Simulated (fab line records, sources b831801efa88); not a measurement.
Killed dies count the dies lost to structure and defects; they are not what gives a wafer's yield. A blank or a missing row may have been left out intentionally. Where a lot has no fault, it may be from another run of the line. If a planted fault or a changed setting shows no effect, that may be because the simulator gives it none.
fab line records	flow gf180mcu	part 1 of 2: steps 1 to 28 of 40
[record] lots = 5	wafers = 15	last_day = 31
route steps=602 shown HV_LDD@218 NSD@235 PSD@248
lots that met no fault: from a run of the same line without faults
start_h: start of the lot's first displayed wafer, in hours after the record's first day	wait_h: time in hours since the lot's previous step	" unchanged from the row above	L1.1+2: several wafers, shown together as one row	- no value, or no start was given	* or withheld: withheld	< > ~ a bound
route shown NAME@n: a module of which the file shows steps, and the number in the route of the first	usual: mean and standard deviation over wafers with no fault	same: alike in all rows	chamber/n: place in a boat	sites: each site's reading	_std_site: standard deviation across them	_edge_site: mean of outer sites minus mean of inner sites	radius_mm: how far each site lies from the wafer's centre	mask NAME#n: copy n	behind: tool/chamber where the wafer was last shaped	hold: what put the lot on hold/how long, in hours/how the hold closed	device: the n, p or np transistor that did not switch	end of line: at the end of the route, the tests of the same wafers	a step with no rows: only its recipe	killed: dies lost to structure and defects at the first sort, not the wafer's yield	map: a wafer's dies, x killed, . not, _ none there
set.NAME: the setting as run; set.NAME@STEP: as run at that earlier step	model.NAME: the simulator's own value behind a step, which no gauge read
certain route steps with their lots: each step a table, each wafer a row
services: when a tool's chamber went out of use (start_h, in hours from the record's first day, below 0 if earlier), for how many hours, and the reason
[[steps]]
[step GF_HV_LDD_SOFTBAKE_42]
[recipe] temp_c = 90	time_s = 60	resist = NOVOLAK
lot.wafer	tool	chamber	start_h	wait_h
L076.2+3+6	litho_track-01	0	283.98	0.1
L080.1+4+6	litho_track-01	0	311.95	0.1
L082.2+3+4	litho_track-01	0	329.52	0.1
L084.1+5+6	litho_track-01	0	342.55	0.1
L085.2+4+6	litho_track-03	0	357.33	0.1
[step GF_HV_LDD_EXPOSE_43]
[recipe] mask_id = Pplus_HV_AREA	target_cd_nm = 400	na = 0.6	source_shape = conventional	sigma_outer = 0.6	dose_mj = 140
[usual] exposure_dose_mJ_cm2 = 139.99/0.15
lot.wafer	tool	chamber	start_h	wait_h	mask	exposure_dose_mJ_cm2
L076.2	iline_stepper-01	0	-	-	Pplus_HV_AREA#0	139.95
L076.3	"	0	"	"	Pplus_HV_AREA#0	139.82
L076.6	"	0	"	"	Pplus_HV_AREA#0	139.86
L080.1	iline_stepper-02	0	-	-	Pplus_HV_AREA#0	140.00
L080.4	"	0	"	"	Pplus_HV_AREA#0	140.10
L080.6	"	0	"	"	Pplus_HV_AREA#0	139.85
L082.2	iline_stepper-02	0	-	-	Pplus_HV_AREA#0	139.80
L082.3	"	0	"	"	Pplus_HV_AREA#0	139.96
L082.4	"	0	"	"	Pplus_HV_AREA#0	139.75
L084.1	iline_stepper-02	0	-	-	Pplus_HV_AREA#0	140.19
L084.5	"	0	"	"	Pplus_HV_AREA#0	140.28
L084.6	"	0	"	"	Pplus_HV_AREA#0	140.14
L085.2	iline_stepper-02	0	-	-	Pplus_HV_AREA#0	140.23
L085.4	"	0	"	"	Pplus_HV_AREA#0	140.08
L085.6	"	0	"	"	Pplus_HV_AREA#0	140.10
[step GF_HV_LDD_PEB_44]
[recipe] temp_c = withheld	time_s = *	resist = NOVOLAK
lot.wafer	tool	chamber	start_h	wait_h
L076.2+3+6	litho_track-01	0	-	-
L080.1+4+6	litho_track-02	0	-	-
L082.2+3+4	litho_track-02	0	-	-
L084.1+5+6	litho_track-03	0	-	-
L085.2+4+6	litho_track-02	0	-	-
[step GF_HV_LDD_DEVELOP_45]
[recipe] develop_time_s = 60	dev_temp_c = 23
lot.wafer	tool	chamber	start_h	wait_h
L076.2+3+6	litho_track-01	0	293.78	0.1
L080.1+4+6	litho_track-02	0	322.20	0.1
L082.2+3+4	litho_track-02	0	339.92	0.1
L084.1+5+6	litho_track-03	0	352.76	0.1
L085.2+4+6	litho_track-02	0	367.47	0.1
[step GF_HV_LDD_CD_MEAS_46]
[recipe] target_cd_nm = 400
[usual] cd_nm = 400.2/2.3
lot.wafer	tool	chamber	start_h	wait_h	cd_nm
L076.2	cd_sem-02	-	293.92	0.1	401.9
L076.3	"	-	"	"	403.6
L076.6	"	-	"	"	403.6
L080.1	cd_sem-01	-	322.35	0.1	402.6
L080.4	"	-	"	"	400.9
L080.6	"	-	"	"	401.6
L082.2	cd_sem-02	-	340.07	0.1	398.7
L082.3	"	-	"	"	399.5
L082.4	"	-	"	"	396.4
L084.1	cd_sem-01	-	352.91	0.1	402.7
L084.5	"	-	"	"	401.3
L084.6	"	-	"	"	402.2
L085.2	cd_sem-01	-	367.62	0.1	397.7
L085.4	"	-	"	"	397.2
L085.6	"	-	"	"	397.6
[step GF_HV_LDD_OVL_MEAS_47]
[usual] HV_LDD_03_OVL = 0.0/1.4
lot.wafer	tool	chamber	start_h	wait_h	HV_LDD_03_OVL[nm]
L076.2	overlay-01	-	294.03	0.1	-2.7
L076.3	"	-	"	"	-2.7
L076.6	"	-	"	"	-2.6
L080.1	overlay-02	-	322.47	0.1	1.4
L080.4	"	-	"	"	2.1
L080.6	"	-	"	"	0.3
L082.2	overlay-02	-	340.17	0.1	1.8
L082.3	"	-	"	"	3.8
L082.4	"	-	"	"	3.2
L084.1	overlay-01	-	353.03	0.1	1.7
L084.5	"	-	"	"	0.3
L084.6	"	-	"	"	1.4
L085.2	overlay-02	-	367.72	0.1	-0.8
L085.4	"	-	"	"	0.3
L085.6	"	-	"	"	1.0
[step GF_HV_LDD_IMPLANT_48]
[recipe] species = B	energy_kev = 25	dose_cm2 = 3e+13	tilt_deg = 7
[usual] faraday_current_uA = 169/3.2
lot.wafer	tool	chamber	start_h	wait_h	faraday_current_uA
L076.2	implanter-03	0	294.08	0.0	164
L076.3	"	0	"	"	167
L076.6	"	0	"	"	171
L080.1	implanter-04	0	322.51	0.0	167
L080.4	"	0	"	"	170
L080.6	"	0	"	"	167
L082.2	implanter-04	0	340.23	0.0	174
L082.3	"	0	"	"	165
L082.4	"	0	"	"	167
L084.1	implanter-04	0	353.06	0.0	173
L084.5	"	0	"	"	168
L084.6	"	0	"	"	168
L085.2	implanter-04	0	367.78	0.0	165
L085.4	"	0	"	"	167
L085.6	"	0	"	"	170
[step GF_HV_LDD_STRIP_49]
[recipe] chemistry = O2/N2	power_w = 1400	pressure_mtorr = 1500	platen_temp_c = 250	o2_flow_sccm = 3000	n2_flow_sccm = 300	overash_fraction = 0.5
[usual] drypump_motor_current_A = 5.9/0.42	heater_power_w = 315/14	oes_product_au = 0.716/0.0046	strip_time_to_endpoint_s = 12.62/0.038
lot.wafer	tool	chamber	start_h	wait_h	drypump_motor_current_A	heater_power_w	oes_product_au	rf_hours_counter_h	strip_time_to_endpoint_s
L076.2	plasma_asher-03	1	294.21	0.1	5.1	297	0.714	68	12.64
L076.3	"	0	"	"	5.9	319	0.709	-	12.68
L076.6	"	0	"	"	5.9	313	0.706	-	12.62
L080.1	plasma_asher-03	1	322.66	0.1	5.1	299	0.718	71	12.64
L080.4	"	1	"	"	5.1	292	0.722	-	12.64
L080.6	"	0	"	"	5.9	305	0.712	-	12.66
L082.2	plasma_asher-03	0	340.35	0.1	5.9	314	0.721	72	12.57
L082.3	"	1	"	"	5.1	293	0.713	-	12.54
L082.4	"	0	"	"	5.8	306	0.710	-	12.54
L084.1	plasma_asher-02	0	353.21	0.1	5.7	299	0.719	54	12.61
L084.5	"	1	"	"	6.2	330	0.715	-	12.67
L084.6	"	0	"	"	5.7	302	0.718	-	12.64
L085.2	plasma_asher-02	1	367.90	0.1	6.2	332	0.714	55	12.63
L085.4	"	0	"	"	5.7	311	0.712	-	12.68
L085.6	"	1	"	"	6.2	331	0.711	-	12.63
[step GF_HV_LDD_TW_MEAS_50]
[usual] HV_LDD_4_TW = 566/5.8
lot.wafer	tool	chamber	start_h	wait_h	HV_LDD_4_TW
L076.2	film_metro-02	-	294.32	0.1	567
L076.3	"	-	"	"	567
L076.6	"	-	"	"	569
L080.1	film_metro-01	-	322.76	0.1	571
L080.4	"	-	"	"	569
L080.6	"	-	"	"	568
L082.2	film_metro-01	-	340.46	0.1	568
L082.3	"	-	"	"	570
L082.4	"	-	"	"	568
L084.1	film_metro-02	-	353.31	0.1	562
L084.5	"	-	"	"	567
L084.6	"	-	"	"	569
L085.2	film_metro-01	-	368.01	0.1	572
L085.4	"	-	"	"	574
L085.6	"	-	"	"	575
[step GF_HV_LDD_CLEAN_51]
[recipe] chemistry = SC1/SC2	mix = 1:4:20	temp_c = 70	time_s = 150	dry = n2_spin
lot.wafer	tool	chamber	start_h	wait_h
L076.2+3+6	wet_bench-03	2	294.37	0.0
L080.1+4+6	wet_bench-03	3	322.82	0.1
L082.2+3+4	wet_bench-03	2	340.51	0.0
L084.1+5+6	wet_bench-02	3	353.37	0.1
L085.2+4+6	wet_bench-02	2	368.06	0.0
[step GF_HV_LDD_RTA_52]
[recipe] temp_c = 1000	time_s = 10	ambient = N2
[usual] lamp_power_pct = 32/3.2	wafer_temp_C_max = 1004.9/1.1
lot.wafer	tool	chamber	start_h	wait_h	lamp_power_pct	wafer_temp_C_max
L076.2	rtp_anneal-02	0	294.43	0.0	34	1008.4
L076.3	"	0	"	"	34	1005.5
L076.6	"	0	"	"	34	1005.8
L080.1	rtp_anneal-02	0	322.87	0.0	34	1005.3
L080.4	"	0	"	"	34	1003.7
L080.6	"	0	"	"	34	1004.0
L082.2	rtp_anneal-02	0	340.58	0.0	34	1004.0
L082.3	"	0	"	"	34	1004.2
L082.4	"	0	"	"	34	1003.5
L084.1	rtp_anneal-01	0	353.43	0.0	28	1005.8
L084.5	"	0	"	"	28	1004.2
L084.6	"	0	"	"	28	1004.6
L085.2	rtp_anneal-01	0	368.13	0.0	28	1005.1
L085.4	"	0	"	"	28	1005.7
L085.6	"	0	"	"	28	1006.5
[step GF_HV_LDD_RS_MEAS_53]
[recipe] thk_meas_gauge = four-point-probe
[usual] HV_LDD_RS = 419.3/0.94
lot.wafer	tool	chamber	start_h	wait_h	HV_LDD_RS[ohm/sq]
L076.2	film_metro-04	-	294.50	0.1	419.4
L076.3	"	-	"	"	419.8
L076.6	"	-	"	"	418.0
L080.1	film_metro-01	-	322.94	0.1	418.8
L080.4	"	-	"	"	417.6
L080.6	"	-	"	"	418.1
L082.2	film_metro-02	-	340.65	0.1	421.3
L082.3	"	-	"	"	420.9
L082.4	"	-	"	"	419.8
L084.1	film_metro-02	-	353.50	0.1	420.7
L084.5	"	-	"	"	418.8
L084.6	"	-	"	"	419.4
L085.2	film_metro-04	-	368.20	0.1	420.3
L085.4	"	-	"	"	419.2
L085.6	"	-	"	"	418.9
[step GF_HV_LDD_CVD_54]
[recipe] material = SiO2	target_thk_nm = 10	precursor = TEOS	temp_c = 680	time_s = 75	pressure_mtorr = 400
[usual] spike_tc_lower_C = 679.7/1.3
lot.wafer	tool	chamber	start_h	wait_h	spike_tc_lower_C
L076.2	lpcvd-02	0	294.60	0.1	680.5
L076.3	"	0	"	"	679.4
L076.6	"	0	"	"	680.2
L080.1	lpcvd-01	0	323.06	0.1	682.1
L080.4	"	0	"	"	677.5
L080.6	"	0	"	"	681.0
L082.2	lpcvd-02	1	340.75	0.1	679.9
L082.3	"	1	"	"	679.0
L082.4	"	1	"	"	680.7
L084.1	lpcvd-01	1	353.62	0.1	677.8
L084.5	"	1	"	"	678.2
L084.6	"	1	"	"	678.5
L085.2	lpcvd-02	1	368.59	0.4	678.5
L085.4	"	1	"	"	678.2
L085.6	"	1	"	"	678.3
[step GF_HV_LDD_THK_MEAS_55]
[recipe] reads = SiO2_of_HV_LDD_CVD_54
[usual] HV_LDD_CVD_54_THK = 9.99/0.17
lot.wafer	tool	chamber	start_h	wait_h	HV_LDD_CVD_54_THK[nm]
L076.2	film_metro-02	-	295.63	0.0	9.86
L076.3	"	-	"	"	9.89
L076.6	"	-	"	"	9.94
L080.1	film_metro-04	-	324.08	0.0	10.08
L080.4	"	-	"	"	9.91
L080.6	"	-	"	"	10.03
L082.2	film_metro-04	-	341.78	0.0	10.29
L082.3	"	-	"	"	10.16
L082.4	"	-	"	"	10.16
L084.1	film_metro-01	-	354.64	0.0	9.96
L084.5	"	-	"	"	10.02
L084.6	"	-	"	"	10.16
L085.2	film_metro-04	-	369.62	0.0	10.09
L085.4	"	-	"	"	10.03
L085.6	"	-	"	"	10.04
[step GF_HV_LDD_CVD_56]
[recipe] material = Si3N4	precursor = DCS/NH3	target_thk_nm = 90	temp_c = 770	time_s = 1543	pressure_mtorr = 250
[usual] spike_tc_lower_C = 770.0/1.4
lot.wafer	tool	chamber	start_h	wait_h	spike_tc_lower_C
L076.2	lpcvd-01	0	295.68	0.0	770.6
L076.3	"	0	"	"	772.6
L076.6	"	0	"	"	770.6
L080.1	lpcvd-01	0	324.14	0.1	769.7
L080.4	"	0	"	"	771.5
L080.6	"	0	"	"	769.7
L082.2	lpcvd-02	1	341.83	0.0	771.8
L082.3	"	1	"	"	769.9
L082.4	"	1	"	"	770.3
L084.1	lpcvd-02	1	354.70	0.1	770.7
L084.5	"	1	"	"	770.4
L084.6	"	1	"	"	772.2
L085.2	lpcvd-01	0	369.67	0.0	770.6
L085.4	"	0	"	"	769.9
L085.6	"	0	"	"	771.1
[step GF_HV_LDD_THK_MEAS_57]
[recipe] reads = Si3N4_of_HV_LDD_CVD_56
[usual] HV_LDD_CVD_56_THK = 89.9/0.98
lot.wafer	tool	chamber	start_h	wait_h	HV_LDD_CVD_56_THK[nm]
L076.2	film_metro-02	-	297.12	0.0	86.8
L076.3	"	-	"	"	87.4
L076.6	"	-	"	"	87.6
L080.1	film_metro-02	-	325.57	0.0	89.8
L080.4	"	-	"	"	90.4
L080.6	"	-	"	"	89.9
L082.2	film_metro-01	-	343.27	0.0	90.5
L082.3	"	-	"	"	90.3
L082.4	"	-	"	"	90.7
L084.1	film_metro-01	-	356.12	0.0	90.2
L084.5	"	-	"	"	91.0
L084.6	"	-	"	"	89.9
L085.2	film_metro-04	-	371.11	0.0	87.9
L085.4	"	-	"	"	87.1
L085.6	"	-	"	"	87.6
[step GF_HV_LDD_ETCHBACK_58]
[recipe] chemistry = CH3F/O2	target = Si3N4	stop_on = SiO2	source_w = 400	bias_w = 80	pressure_mtorr = 25	ch3f_flow_sccm = 40	O2_flow_sccm = 30	time_s = 100	target_depth_a = 900
[usual] O2_flow_sccm = 29.99/0.094	drypump_motor_current_A = 5.8/0.4	oes_product_au = 0.842/0.007	throttle_valve_pct = 10.560/0.0089
lot.wafer	tool	chamber	start_h	wait_h	O2_flow_sccm	drypump_motor_current_A	oes_product_au	rf_hours_counter_h	throttle_valve_pct
L076.2	rie_diel-03	3	297.17	0.0	30.07	6.1	0.825	113	10.559
L076.3	"	2	"	"	30.01	6.4	0.832	126	10.555
L076.6	"	2	"	"	30.05	6.4	0.828	-	10.564
L080.1	rie_diel-01	3	325.63	0.1	30.01	5.2	0.846	50	10.546
L080.4	"	3	"	"	29.97	5.2	0.841	-	10.555
L080.6	"	0	"	"	30.01	5.9	0.844	-	10.560
L082.2	rie_diel-01	0	343.32	0.0	29.99	5.9	0.848	41	10.558
L082.3	"	1	"	"	30.00	5.7	0.844	93	10.567
L082.4	"	2	"	"	29.98	6.2	0.852	0	10.566
L084.1	rie_diel-04	3	356.18	0.1	30.09	5.7	0.847	52	10.560
L084.5	"	3	"	"	30.02	5.8	0.845	-	10.567
L084.6	"	1	"	"	30.10	5.6	0.848	-	10.560
L085.2	rie_diel-03	0	371.16	0.0	29.92	6.6	0.831	50	10.559
L085.4	"	3	"	"	30.00	6.1	0.837	115	10.560
L085.6	"	0	"	"	29.94	6.6	0.819	-	10.557
[step GF_NSD_DEHYDRATE_00]
[recipe] temp_c = 200	time_s = 60
lot.wafer	tool	chamber	start_h	wait_h
L076.2+3+6	litho_track-03	0	306.18	9.0
L080.1+4+6	litho_track-01	0	335.40	9.7
L082.2+3+4	litho_track-01	0	353.32	10.0
L084.1+5+6	litho_track-04	0	366.85	10.6
L085.2+4+6	litho_track-03	0	381.98	10.8
[step GF_NSD_HMDS_01]
[recipe] prime_time_s = 60	prime_temp_c = 120
[usual] prime_temp_c = 119.98/0.13
lot.wafer	tool	chamber	start_h	wait_h	prime_temp_c
L076.2	litho_track-03	0	306.33	0.1	119.81
L076.3	"	0	"	"	119.90
L076.6	"	0	"	"	119.96
L080.1	litho_track-01	0	335.55	0.1	120.14
L080.4	"	0	"	"	119.82
L080.6	"	0	"	"	119.88
L082.2	litho_track-01	0	353.47	0.1	119.77
L082.3	"	0	"	"	119.95
L082.4	"	0	"	"	120.05
L084.1	litho_track-04	0	367.00	0.1	119.91
L084.5	"	0	"	"	119.85
L084.6	"	0	"	"	120.09
L085.2	litho_track-03	0	382.13	0.1	120.05
L085.4	"	0	"	"	120.02
L085.6	"	0	"	"	120.04
[step GF_NSD_COAT_02]
[recipe] resist = NOVOLAK	spin_rpm = 2939	resist_thk_nm = 1000
lot.wafer	tool	chamber	start_h	wait_h
L076.2+3+6	litho_track-03	0	306.48	0.1
L080.1+4+6	litho_track-01	0	335.70	0.1
L082.2+3+4	litho_track-01	0	353.62	0.1
L084.1+5+6	litho_track-04	0	367.15	0.1
L085.2+4+6	litho_track-03	0	382.28	0.1
[step GF_NSD_SOFTBAKE_03]
[recipe] temp_c = 90	time_s = 60	resist = NOVOLAK
lot.wafer	tool	chamber	start_h	wait_h
L076.2+3+6	litho_track-03	0	306.63	0.1
L080.1+4+6	litho_track-01	0	335.85	0.1
L082.2+3+4	litho_track-01	0	353.77	0.1
L084.1+5+6	litho_track-04	0	367.30	0.1
L085.2+4+6	litho_track-03	0	382.43	0.1
[step GF_NSD_EXPOSE_04]
[recipe] mask_id = Nplus	target_cd_nm = 400	na = 0.6	source_shape = conventional	sigma_outer = 0.6	dose_mj = 140
[usual] exposure_dose_mJ_cm2 = 139.92/0.14
lot.wafer	tool	chamber	start_h	wait_h	mask	exposure_dose_mJ_cm2
L076.2	iline_stepper-01	0	-	-	Nplus#0	140.07
L076.3	"	0	"	"	Nplus#0	139.86
L076.6	"	0	"	"	Nplus#0	140.21
L080.1	iline_stepper-01	0	-	-	Nplus#0	140.03
L080.4	"	0	"	"	Nplus#0	139.88
L080.6	"	0	"	"	Nplus#0	139.84
L082.2	iline_stepper-01	0	-	-	Nplus#0	140.05
L082.3	"	0	"	"	Nplus#0	140.33
L082.4	"	0	"	"	Nplus#0	140.03
L084.1	iline_stepper-01	0	-	-	Nplus#0	139.95
L084.5	"	0	"	"	Nplus#0	139.82
L084.6	"	0	"	"	Nplus#0	139.93
L085.2	iline_stepper-02	0	-	-	Nplus#0	139.91
L085.4	"	0	"	"	Nplus#0	140.02
L085.6	"	0	"	"	Nplus#0	139.93
[step GF_NSD_PEB_05]
[recipe] temp_c = withheld	time_s = *	resist = NOVOLAK
lot.wafer	tool	chamber	start_h	wait_h
L076.2+3+6	litho_track-01	0	-	-
L080.1+4+6	litho_track-04	0	-	-
L082.2+3+4	litho_track-01	0	-	-
L084.1+5+6	litho_track-04	0	-	-
L085.2+4+6	litho_track-04	0	-	-
[step GF_NSD_DEVELOP_06]
[recipe] develop_time_s = 60	dev_temp_c = 23
lot.wafer	tool	chamber	start_h	wait_h
L076.2+3+6	litho_track-01	0	316.57	0.1
L080.1+4+6	litho_track-04	0	346.45	0.1
L082.2+3+4	litho_track-01	0	365.22	0.1
L084.1+5+6	litho_track-04	0	378.45	0.1
L085.2+4+6	litho_track-04	0	394.03	0.1
[step GF_NSD_CD_MEAS_07]
[recipe] target_cd_nm = 400
[usual] cd_nm = 398.8/2
lot.wafer	tool	chamber	start_h	wait_h	cd_nm
L076.2	cd_sem-02	-	316.72	0.1	398.4
L076.3	"	-	"	"	399.0
L076.6	"	-	"	"	397.7
L080.1	cd_sem-01	-	346.60	0.1	400.6
L080.4	"	-	"	"	402.2
L080.6	"	-	"	"	400.6
L082.2	cd_sem-02	-	365.37	0.1	404.9
L082.3	"	-	"	"	402.2
L082.4	"	-	"	"	399.2
L084.1	cd_sem-01	-	378.60	0.1	397.2
L084.5	"	-	"	"	398.7
L084.6	"	-	"	"	399.2
L085.2	cd_sem-01	-	394.17	0.1	395.4
L085.4	"	-	"	"	395.7
L085.6	"	-	"	"	394.4
[step GF_NSD_OVL_MEAS_08]
[usual] NSD_OVL = 0.3/1.5
lot.wafer	tool	chamber	start_h	wait_h	NSD_OVL[nm]
L076.2	overlay-02	-	316.83	0.1	0.5
L076.3	"	-	"	"	1.1
L076.6	"	-	"	"	1.1
L080.1	overlay-01	-	346.72	0.1	-0.2
L080.4	"	-	"	"	0.7
L080.6	"	-	"	"	0.7
L082.2	overlay-01	-	365.48	0.1	0.2
L082.3	"	-	"	"	1.7
L082.4	"	-	"	"	2.4
L084.1	overlay-02	-	378.72	0.1	0.8
L084.5	"	-	"	"	0.5
L084.6	"	-	"	"	-0.4
L085.2	overlay-01	-	394.28	0.1	-1.5
L085.4	"	-	"	"	-0.7
L085.6	"	-	"	"	0.4
[step GF_NSD_IMPLANT_09]
[recipe] species = As	energy_kev = 60	dose_cm2 = 4e+15	tilt_deg = 7
[usual] faraday_current_uA = 12808/900
lot.wafer	tool	chamber	start_h	wait_h	faraday_current_uA
L076.2	implanter-01	0	316.88	0.0	12701
L076.3	"	0	"	"	12308
L076.6	"	0	"	"	12906
L080.1	implanter-04	0	346.76	0.0	11917
L080.4	"	0	"	"	11850
L080.6	"	0	"	"	11804
L082.2	implanter-03	0	365.53	0.0	13721
L082.3	"	0	"	"	13628
L082.4	"	0	"	"	14034
L084.1	implanter-01	0	378.76	0.0	12297
L084.5	"	0	"	"	12233
L084.6	"	0	"	"	12927
L085.2	implanter-01	0	394.33	0.0	13050
L085.4	"	0	"	"	12679
L085.6	"	0	"	"	12326
[step GF_NSD_IMPLANT_10]
[recipe] species = P	energy_kev = 40	dose_cm2 = 5e+14	tilt_deg = 7
[usual] faraday_current_uA = 2795/57
lot.wafer	tool	chamber	start_h	wait_h	faraday_current_uA
L076.2	implanter-01	0	317.03	0.1	2781
L076.3	"	0	"	"	2768
L076.6	"	0	"	"	2732
L080.1	implanter-04	0	346.91	0.1	2798
L080.4	"	0	"	"	2785
L080.6	"	0	"	"	2858
L082.2	implanter-03	0	365.68	0.1	2829
L082.3	"	0	"	"	2940
L082.4	"	0	"	"	2832
L084.1	implanter-01	0	378.91	0.1	2753
L084.5	"	0	"	"	2770
L084.6	"	0	"	"	2902
L085.2	implanter-01	0	394.48	0.1	2756
L085.4	"	0	"	"	2735
L085.6	"	0	"	"	2828
